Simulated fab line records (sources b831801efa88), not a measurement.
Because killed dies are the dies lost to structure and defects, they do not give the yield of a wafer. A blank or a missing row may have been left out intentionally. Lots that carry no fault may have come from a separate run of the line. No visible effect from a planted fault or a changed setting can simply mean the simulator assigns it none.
Split-lot experiment | flow gf180mcu | 23 wafers read across 5 lots, on a route 602 steps long

## ABOUT THE SPLIT
At GF_TOP_METAL_SPUTTER_02 (material AlCu, target thk 900 nm, time 47.82 s), the setting time s was moved away from the recipe's 47.82 s on 9 of the 23 wafers read, by -8.6% to -5.3%. This setting was run at the recipe's value on the other wafers.

## FROM THE SPLIT TO THE READING: what the file shows between them, 8 steps
- GF_TOP_METAL_SPUTTER_03: material Ti, target thk 5 nm, time 3.3 s
- GF_TOP_METAL_SPUTTER_04: material TiN, target thk 25 nm, time 20.8 s
- GF_TOP_METAL_RS_MEAS_05: measures by four-point-probe
- GF_TOP_METAL_THK_MEAS_06: measures by xrf
- GF_TOP_METAL_EXPOSE_11: exposes mask MetalTop, target cd 440 nm (also split here: dose mj)
- GF_TOP_METAL_PEB_12
- GF_TOP_METAL_DEVELOP_13: develop time 60 s
- GF_TOP_METAL_CD_MEAS_14: target cd 440 nm

## THE READING
oes product au, in a.u., at GF_TOP_METAL_METAL_ETCH_16 (etches the open film in Cl2/BCl3, stops on SiO2, target depth 1077.5 nm, time 179.6 s). Fault-free wafers of this fab line usually give 0.968 a.u., standard deviation 0.0082 a.u.

wafer  | tool, chamber at the split | time s as run, s | against the recipe | oes product au, a.u. | against lot-mates on the recipe
L074.1 | pvd sputter-01, -          | 45.27            | -5.3%              | 0.938                | -0.030
L074.2 | pvd sputter-01, -          | 45.27            | -5.3%              | 0.943                | -0.025
L074.3 | pvd sputter-01, -          | 47.82            | recipe             | 0.964                | -
L074.4 | pvd sputter-01, -          | 47.82            | recipe             | 0.971                | -
L074.6 | pvd sputter-01, -          | 45.27            | -5.3%              | 0.944                | -0.024
L077.1 | pvd sputter-04, -          | 47.82            | recipe             | 0.964                | -
L077.2 | pvd sputter-04, -          | 47.82            | recipe             | 0.971                | -
L077.4 | pvd sputter-04, -          | 43.71            | -8.6%              | 0.915                | -0.052
L077.5 | pvd sputter-04, -          | 43.71            | -8.6%              | 0.920                | -0.047
L077.6 | pvd sputter-04, -          | 43.71            | -8.6%              | 0.923                | -0.044
L081.2 | pvd sputter-04, -          | 47.82            | recipe             | 0.987                | -
L081.4 | pvd sputter-04, -          | 47.82            | recipe             | 0.981                | -
L081.6 | pvd sputter-04, -          | 47.82            | recipe             | 0.978                | -
L082.1 | pvd sputter-03, -          | 47.82            | recipe             | 0.966                | -
L082.3 | pvd sputter-03, -          | 47.82            | recipe             | 0.963                | -
L082.4 | pvd sputter-03, -          | 47.82            | recipe             | 0.969                | -
L082.5 | pvd sputter-03, -          | 47.82            | recipe             | 0.972                | -
L082.6 | pvd sputter-03, -          | 47.82            | recipe             | 0.975                | -
L085.1 | pvd sputter-03, -          | 43.97            | -8.1%              | 0.912                | -0.047
L085.2 | pvd sputter-03, -          | 47.82            | recipe             | 0.958                | -
L085.3 | pvd sputter-03, -          | 43.97            | -8.1%              | 0.921                | -0.038
L085.4 | pvd sputter-03, -          | 47.82            | recipe             | 0.961                | -
L085.6 | pvd sputter-03, -          | 43.97            | -8.1%              | 0.920                | -0.039

FIT RESULTS
A straight line over all 23 wafers: oes product au changes by +0.00606 a.u. for each +1% of time s; r = +0.96; the points scatter about the line by 0.0071 a.u.
The same after taking each lot's own level away (the mean of its wafers on the recipe; 23 wafers): +0.00534 a.u. for each +1%; r = +0.98; scatter 0.0039 a.u.
That fit puts the effect of the largest move of time s on the reading at 0.046 a.u.
From 0.9595 to 0.9820 a.u.: that is the span of the lots' own levels, equal to 2.7 times the standard deviation above.
So the slope is not independent of the lot-to-lot level: the two fits are not the same.
Check: -0.0445 a.u. against its lot-mates is what the line predicts for one of the wafers moved furthest among these (-8.6%) when that wafer is left out of the fit. Against them it came out at -0.0525 a.u.

## OTHER SPLITS ON THESE WAFERS
Note: prior to the reading, these wafers also went through further splits. Each is held against what the fit with the lots' levels taken away leaves over:
other split on the same wafers | wafers away from the commonest value | r with oes product au (lot level and that fit taken away)
GF_M5_PEB_05 peb temp c        | 8                                    | +0.13
GF_TOP_METAL_EXPOSE_11 dose mj | 9                                    | +0.07

## THE WHOLE CHAIN: every reading that the file lists as answering this split, in the file's order
step                       | what it does                                                                          | reading                                                                              | change (the file's fit)                   | r (the file's)
GF_TOP_METAL_SPUTTER_02    | material AlCu, target thk 900 nm, time 47.82 s                                        | AlCu_of_TOP_METAL_SPUTTER_02.thk nm (the simulator's own value, which no gauge read) | +8.64 nm for each +1% of the setting      | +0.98
GF_TOP_METAL_RS_MEAS_05    | measures by four-point-probe                                                          | TOP_METAL_ALCU_RS                                                                    | -0.000345 for each +1% of the setting     | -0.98
GF_TOP_METAL_THK_MEAS_06   | measures by xrf                                                                       | TOP_METAL_ALCU_THK                                                                   | +8.67 for each +1% of the setting         | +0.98
GF_TOP_METAL_METAL_ETCH_16 | etches the open film in Cl2/BCl3, stops on SiO2, target depth 1077.5 nm, time 179.6 s | oes product au                                                                       | +0.00531 a.u. for each +1% of the setting | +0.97

## FILE'S OWN FIT
oes product au changes by +0.00531 a.u. for each +1% of time s, r = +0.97.
